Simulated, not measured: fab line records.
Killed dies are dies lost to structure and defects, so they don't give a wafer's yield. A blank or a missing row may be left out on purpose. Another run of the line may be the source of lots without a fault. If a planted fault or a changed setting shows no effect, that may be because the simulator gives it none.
Which tool is to blame? -- flow sky130 -- 30 wafers from 10 lots sampled at 6 of the route's 708 steps

WHAT EACH GAUGE READ, for each wafer
SKY_METAL1_RS_MEAS_05: the measuring method here is four-point-probe. Usual: METAL1_ALCU_RS typically reads 0.1265 ohm/sq, with standard deviation 0.0012.
lot,measured,on,METAL1_ALCU_RS (ohm/sq),flag
L864,day 32 05:01,filmMetro-02,0.1268 0.1267 0.1255,
L867,day 33 08:03,filmMetro-04,0.1274 0.1272 0.1274,
L872,day 35 06:52,filmMetro-04,0.1179 0.1253 0.1259,
L875,day 36 02:58,filmMetro-04,0.1273 0.1298 0.1278,
L880,day 37 17:02,filmMetro-02,0.1255 0.1263 0.1259,
L881,day 38 03:27,filmMetro-04,0.1251 0.1262 0.1263,
L882,day 38 10:34,filmMetro-04,0.1251 0.1257 0.1240,
L883,day 38 14:42,filmMetro-02,0.1267 0.1277 0.1268,
L885,day 38 17:51,filmMetro-04,0.1266 0.1268 0.1265,
L884,day 38 20:13,filmMetro-01,0.1260 0.1260 0.1257,

SKY_METAL1_THK_MEAS_06: measures by xrf. Usual: METAL1_ALCU_THK typically reads 247 nm, with standard deviation 3.
lot,measured,on,METAL1_ALCU_THK (nm),flag
L864,day 32 05:08,filmMetro-02,248 249 251,
L867,day 33 08:10,filmMetro-04,244 245 246,
L872,day 35 06:59,filmMetro-04,263 249 246,
L875,day 36 03:04,filmMetro-04,244 240 243,
L880,day 37 17:07,filmMetro-02,250 249 250,
L881,day 38 03:34,filmMetro-04,251 247 247,
L882,day 38 10:39,filmMetro-04,247 249 249,
L883,day 38 14:49,filmMetro-02,247 246 249,
L885,day 38 17:58,filmMetro-04,246 246 247,
L884,day 38 20:20,filmMetro-01,249 245 245,

EACH LOT AND THE TOOL THAT RAN IT (in order: tool; ch and the chambers of the sampled wafers; start)
lot,SKY_LDD_HVP_STRIP_09,SKY_LI_CONTACT_CVD_21,SKY_METAL1_SPUTTER_02,SKY_METAL1_SPUTTER_03
L864,"plasmaAsher-04 ch 0,1, day 22 01:14","cvdW-02 ch 0,1, day 29 17:06","pvdSputter-02, day 32 04:55","pvdSputter-02, day 32 04:57"
L867,"plasmaAsher-03 ch 0,1, day 23 10:17","cvdW-02 ch 0,1, day 30 21:29","pvdSputter-01, day 33 07:58","pvdSputter-01, day 33 07:59"
L872,"plasmaAsher-02 ch 0,1, day 25 09:55","cvdW-02 ch 0,1, day 32 21:39","pvdSputter-01, day 35 06:46","pvdSputter-01, day 35 06:47"
L875,"plasmaAsher-02 ch 0,1, day 26 15:27","cvdW-01 ch 0,1, day 33 20:35","pvdSputter-04, day 36 02:49","pvdSputter-04, day 36 02:50"
L880,"plasmaAsher-03 ch 0,1, day 28 05:51","cvdW-02 ch 0,1, day 35 09:05","pvdSputter-01, day 37 16:53","pvdSputter-01, day 37 16:54"
L881,"plasmaAsher-04 ch 0,1, day 28 20:55","cvdW-02 ch 0,1, day 35 19:58","pvdSputter-01, day 38 03:22","pvdSputter-01, day 38 03:23"
L882,"plasmaAsher-04 ch 0,1, day 29 05:48","cvdW-01 ch 0,1, day 36 04:41","pvdSputter-01, day 38 10:25","pvdSputter-01, day 38 10:26"
L883,"plasmaAsher-04 ch 0,1, day 29 08:55","cvdW-02 ch 0,1, day 36 08:23","pvdSputter-04, day 38 14:37","pvdSputter-04, day 38 14:38"
L885,"plasmaAsher-03 ch 0,1, day 29 13:22","cvdW-01 ch 0,1, day 36 11:44","pvdSputter-02, day 38 17:46","pvdSputter-02, day 38 17:47"
L884,"plasmaAsher-03 ch 0,1, day 29 15:19","cvdW-02 ch 0,1, day 36 13:32","pvdSputter-01, day 38 20:07","pvdSputter-01, day 38 20:08"
- SKY_LDD_HVP_STRIP_09: strips in O2/N2.
- SKY_LI_CONTACT_CVD_21: deposits W, target thk 400 nm, time 120.56 s.
- SKY_METAL1_SPUTTER_02: material AlCu, target thk 250 nm, time 13.3 s.
- SKY_METAL1_SPUTTER_03: material Ti, target thk 5 nm, time 3.3 s.

AS READ BY THE TOOLS THEMSELVES (means over the sampled wafers that have a number; for cases with no such wafer, the mark the record gives instead)
SKY_LDD_HVP_STRIP_09. Usual: chamberPressureMTorr 1499.8 mTorr, standard deviation 1.5; drypumpMotorCurrentA 6.06 A, standard deviation 0.27; oesProductAu 0.408 a.u., standard deviation 0.005; stripTimeToEndpointS 4.138 s, standard deviation 0.013.
lot,tool,chamberPressureMTorr (mTorr),drypumpMotorCurrentA (A),oesProductAu (a.u.),stripTimeToEndpointS (s),flag
L864,plasmaAsher-04,1498.1,6.05,0.409,4.139,
L867,plasmaAsher-03,1497.8,6.14,0.406,4.135,
L872,plasmaAsher-02,1499.3,5.67,0.414,4.141,
L875,plasmaAsher-02,1499.9,5.64,0.413,4.147,
L880,plasmaAsher-03,1500.4,6.15,0.408,4.129,
L881,plasmaAsher-04,1499.1,6.12,0.409,4.140,
L882,plasmaAsher-04,1499.7,6.06,0.406,4.140,
L883,plasmaAsher-04,1500.1,6.05,0.408,4.130,
L885,plasmaAsher-03,1498.5,6.32,0.403,4.140,
L884,plasmaAsher-03,1498.5,6.16,0.413,4.144,

SKY_LI_CONTACT_CVD_21. Usual: heaterPowerW 884 W, standard deviation 87.
lot,tool,heaterPowerW (W),flag
L864,cvdW-02,967,
L867,cvdW-02,933,
L872,cvdW-02,966,
L875,cvdW-01,781,
L880,cvdW-02,980,
L881,cvdW-02,945,
L882,cvdW-01,810,
L883,cvdW-02,965,
L885,cvdW-01,802,
L884,cvdW-02,966,

SKY_METAL1_SPUTTER_02. Usual: chamberPressurePa 0.4000 Pa, standard deviation 0.00074; throttleValvePct 29.4 %, standard deviation 0.97.
lot,tool,chamberPressurePa (Pa),throttleValvePct (%),flag
L864,pvdSputter-02,0.3997,29.0,
L867,pvdSputter-01,0.4009,28.9,
L872,pvdSputter-01,0.4005,30.0,
L875,pvdSputter-04,0.3994,30.0,
L880,pvdSputter-01,0.3997,29.2,
L881,pvdSputter-01,0.4007,29.2,
L882,pvdSputter-01,0.4010,28.4,
L883,pvdSputter-04,0.4000,30.0,
L885,pvdSputter-02,0.3997,28.4,
L884,pvdSputter-01,0.4004,28.8,

SKY_METAL1_SPUTTER_03. Usual: chamberPressurePa 0.3999 Pa, standard deviation 0.00067; throttleValvePct 29.4 %, standard deviation 0.96.
lot,tool,chamberPressurePa (Pa),throttleValvePct (%),flag
L864,pvdSputter-02,0.4001,28.9,
L867,pvdSputter-01,0.3999,28.8,
L872,pvdSputter-01,0.4000,30.0,
L875,pvdSputter-04,0.4005,29.8,
L880,pvdSputter-01,0.4000,29.3,
L881,pvdSputter-01,0.3996,29.1,
L882,pvdSputter-01,0.3996,28.3,
L883,pvdSputter-04,0.4002,30.0,
L885,pvdSputter-02,0.3993,28.4,
L884,pvdSputter-01,0.4001,28.8,

THE ANSWER, worked out from the rows above alone
Rule: lot off if the mean of its wafers having a number is beyond 3 standard deviations from the usual mean. A lot without any number at a reading at which 4 lots or more have one is off too. Any other lot the step has rows for is counted as sound. After the gauges, taken in route order, come the tools' own readings; for these a lot's mean is taken, as printed above. At the first step where some lot is off, the reading lying furthest off is the one used; lots without a number count as furthest.
No lot is off on any of the readings shown, so nothing can be concluded from this.

WHAT THE SIMULATOR HAD INSERTED
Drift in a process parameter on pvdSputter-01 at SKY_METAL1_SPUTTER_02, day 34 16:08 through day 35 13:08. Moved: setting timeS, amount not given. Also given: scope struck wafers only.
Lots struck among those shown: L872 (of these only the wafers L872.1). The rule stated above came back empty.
